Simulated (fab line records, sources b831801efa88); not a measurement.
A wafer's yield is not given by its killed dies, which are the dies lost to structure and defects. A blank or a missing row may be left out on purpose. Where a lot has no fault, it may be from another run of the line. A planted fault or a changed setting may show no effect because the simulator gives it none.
Matching of chambers ; flow sky130 ; 4 sister chambers for SKY_VIA4_CMP_02 on cmp-01
The step polishes SiO2. 8 wafers are shown with their chamber, then 8 later ones without.

WAFERS, EACH WITH ITS CHAMBER
wafer;chamber;motor-current-A (A)
L236.1;1;13.1
L240.3;0;12.6
L241.1;3;13.8
L241.5;3;13.0
L249.3;2;13.3
L249.4;1;12.7
L249.6;2;12.6
L251.2;0;12.4

WAFERS WITH NO CHAMBER GIVEN
wafer;motor-current-A (A)
L251.3;13.2
L251.4;12.6
L255.1;13.8
L255.5;12.5
L255.6;13.7
L256.2;11.9
L256.4;13.5
L256.5;12.0

WHICH CHAMBER EACH WENT THROUGH
wafer;from the rows above;in truth
L251.3;can't be placed: 3 or 2 or 1 or 0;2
L251.4;can't be placed: 0 or 1 or 2 or 3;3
L255.1;can't be placed: 3 or 2 or 1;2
L255.5;can't be placed: 0 or 1 or 2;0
L255.6;can't be placed: 3 or 2 or 1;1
L256.2;can't be placed: 0 or 1 or 2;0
L256.4;can't be placed: 3 or 2 or 1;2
L256.5;can't be placed: 0 or 1 or 2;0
Placed correctly: 0 of 8. Can't be placed from these rows: 8 (the true chamber is among the candidates in 8). Number placed wrongly: 0.
How it was worked out, from the rows above alone: a wafer's distance from a chamber is the root of the sum, over the readings, of the square of ((its reading less the chamber's mean) divided by the reading's scatter). The wafer belongs to the nearest chamber; if the next one is less than 2 further off, it can't be placed. For every chamber, the mean is computed from those of its wafers that are shown. The scatter is the square root of a quotient: the sum, over the shown wafers, of each reading's squared deviation from its chamber's mean, divided by wafers minus chambers.
